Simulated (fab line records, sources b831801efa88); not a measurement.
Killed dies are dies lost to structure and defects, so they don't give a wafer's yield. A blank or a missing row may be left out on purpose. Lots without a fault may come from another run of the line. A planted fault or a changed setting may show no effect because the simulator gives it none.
Which tool did it? | flow gf180mcu | 14 lots, 42 wafers sampled, at 4 steps of a route of 602

WHAT THE GAUGES READ, wafer by wafer
GF_V5_RS_MEAS_24: measures by four-point-probe.
lot  | measured     | on            | V5_W_RS (ohm/sq)
L965 | day 27 13:18 | film_metro-01 | 0.331 0.329 0.327
L966 | day 27 20:42 | film_metro-01 | 0.326 0.327 0.327
L968 | day 28 15:35 | film_metro-03 | 0.328 0.328 0.333
L970 | day 29 09:56 | film_metro-01 | 0.327 0.330 0.330
L972 | day 29 19:05 | film_metro-03 | 0.325 0.324 0.324
L973 | day 30 04:42 | film_metro-03 | 0.323 0.323 0.329
L974 | day 30 13:35 | film_metro-01 | 0.323 0.325 0.326
L975 | day 30 20:45 | film_metro-01 | 0.331 0.329 0.329
L976 | day 31 02:13 | film_metro-03 | 0.331 0.326 0.330
L977 | day 31 05:56 | film_metro-04 | 0.331 0.333 0.329
L982 | day 32 11:23 | film_metro-03 | 0.326 0.322 0.318
L984 | day 33 00:59 | film_metro-01 | 0.330 0.329 0.329
L985 | day 33 05:44 | film_metro-01 | 0.324 0.325 0.329
L986 | day 33 09:46 | film_metro-04 | 0.334 0.327 0.334

GF_TOP_METAL_RS_MEAS_05: measures by four-point-probe.
lot  | measured     | on            | TOP_METAL_ALCU_RS (ohm/sq)
L965 | day 27 14:00 | film_metro-03 | 0.0322 0.0329 0.0331
L966 | day 27 21:24 | film_metro-04 | 0.0339 0.0333 0.0337
L968 | day 28 16:17 | film_metro-02 | 0.0330 0.0329 0.0330
L970 | day 29 10:38 | film_metro-02 | 0.0326 0.0330 0.0328
L972 | day 29 19:47 | film_metro-04 | 0.0329 0.0326 0.0334
L973 | day 30 05:24 | film_metro-04 | 0.0328 0.0329 0.0330
L974 | day 30 14:17 | film_metro-02 | 0.0326 0.0327 0.0327
L975 | day 30 21:27 | film_metro-02 | 0.0322 0.0329 0.0328
L976 | day 31 02:55 | film_metro-02 | 0.0329 0.0325 0.0328
L977 | day 31 06:38 | film_metro-02 | 0.0325 0.0331 0.0327
L982 | day 32 12:05 | film_metro-02 | 0.0330 0.0331 0.0332
L984 | day 33 01:41 | film_metro-03 | 0.0334 0.0333 0.0334
L985 | day 33 06:35 | film_metro-02 | 0.0326 0.0325 0.0323
L986 | day 33 10:29 | film_metro-03 | 0.0323 0.0327 0.0329

WHICH TOOL RAN EACH LOT (tool, then ch and the chambers of the sampled wafers, then the start)
lot  | GF_CONTACT_ETCH_16                 | GF_V5_CMP_04
L965 | rie_diel-03 ch 1,2,3, day 16 13:38 | cmp-02 ch 1,2,3, day 26 16:15
L966 | rie_diel-02 ch 2,3, day 16 20:15   | cmp-02 ch 0,2, day 26 23:32
L968 | rie_diel-03 ch 0,2,3, day 17 15:19 | cmp-02 ch 1,2, day 27 18:35
L970 | rie_diel-02 ch 0,1,3, day 18 15:44 | cmp-01 ch 1,3, day 28 13:48
L972 | rie_diel-01 ch 0,1,2, day 19 02:06 | cmp-01 ch 1,2, day 28 22:58
L973 | rie_diel-01 ch 0,1,3, day 19 16:30 | cmp-02 ch 1,2, day 29 09:43
L974 | rie_diel-02 ch 0,2,3, day 20 01:43 | cmp-01 ch 0,1,2, day 29 18:20
L975 | rie_diel-03 ch 1,2,3, day 20 12:39 | cmp-02 ch 0,1, day 30 01:32
L976 | rie_diel-01 ch 0,1,2, day 20 21:22 | cmp-01 ch 0,1, day 30 06:02
L977 | rie_diel-01 ch 0,1,3, day 20 23:48 | cmp-01 ch 0,2,3, day 30 11:01
L982 | rie_diel-01 ch 1,3, day 22 14:52   | cmp-01 ch 1,2, day 31 16:51
L984 | rie_diel-03 ch 0,2,3, day 23 09:16 | cmp-01 ch 1,2,3, day 32 07:23
L985 | rie_diel-01 ch 1,2,3, day 23 17:29 | cmp-02 ch 1,2, day 32 12:29
L986 | rie_diel-03 ch 1,2,3, day 23 23:32 | cmp-02 ch 0,1,3, day 32 16:20
- GF_CONTACT_ETCH_16: etches BARC in N2/H2.
- GF_V5_CMP_04: polishes SiO2.

WHAT THE TOOLS THEMSELVES READ (means of the sampled wafers that have a number; where no wafer has one, the mark that the record gives instead)
GF_CONTACT_ETCH_16.
lot  | tool        | drypump_motor_current_A (A) | oes_product_au (a.u.) | throttle_valve_pct (%)
L965 | rie_diel-03 | 5.9                         | 0.859                 | 13.227
L966 | rie_diel-02 | 5.0                         | 0.858                 | 13.230
L968 | rie_diel-03 | 6.0                         | 0.853                 | 13.223
L970 | rie_diel-02 | 5.5                         | 0.856                 | 13.229
L972 | rie_diel-01 | 5.7                         | 0.853                 | 13.233
L973 | rie_diel-01 | 5.6                         | 0.852                 | 13.220
L974 | rie_diel-02 | 5.3                         | 0.851                 | 13.227
L975 | rie_diel-03 | 5.9                         | 0.856                 | 13.224
L976 | rie_diel-01 | 5.6                         | 0.854                 | 13.232
L977 | rie_diel-01 | 5.6                         | 0.855                 | 13.231
L982 | rie_diel-01 | 5.6                         | 0.854                 | 13.226
L984 | rie_diel-03 | 6.1                         | 0.853                 | 13.229
L985 | rie_diel-01 | 5.6                         | 0.858                 | 13.223
L986 | rie_diel-03 | 5.9                         | 0.852                 | 13.230

GF_V5_CMP_04.
lot  | tool   | motor_current_A (A) | slurry_flow_ml_min
L965 | cmp-02 | 11.2                | 149.8
L966 | cmp-02 | 11.7                | 149.7
L968 | cmp-02 | 11.3                | 149.8
L970 | cmp-01 | 12.8                | 149.5
L972 | cmp-01 | 11.6                | 149.3
L973 | cmp-02 | 11.3                | 150.6
L974 | cmp-01 | 11.5                | 149.6
L975 | cmp-02 | 11.4                | 149.8
L976 | cmp-01 | 12.0                | 150.2
L977 | cmp-01 | 11.7                | 150.1
L982 | cmp-01 | 11.9                | 150.0
L984 | cmp-01 | 12.3                | 149.3
L985 | cmp-02 | 11.5                | 149.4
L986 | cmp-02 | 11.3                | 149.8

THE ANSWER, worked out from the rows above alone
Rule: what is usual is taken from the lots themselves. Put in order of their means at a reading, lots are off if they are a third of the lots or fewer, leave a main group of 4 or more, and stand apart from it by a gap of 3 or more times the standard deviation of the main group's means; of several such gaps the widest counts. A main group whose means are all the same, to the digits that the tables above print for the reading, isn't used. A lot without any number at a reading at which 4 lots or more have one is off too. The other lots that the step has rows for count as sound. The gauges are gone through in route order, then the tools' own readings, and for those a lot's mean is taken as printed above. The first step at which some lot is off is used, and at that step the reading that is off furthest; a lot without a number counts as furthest.
No lot is off at any reading shown: from this, nothing can be told.

WHAT THE SIMULATOR HAD PUT IN
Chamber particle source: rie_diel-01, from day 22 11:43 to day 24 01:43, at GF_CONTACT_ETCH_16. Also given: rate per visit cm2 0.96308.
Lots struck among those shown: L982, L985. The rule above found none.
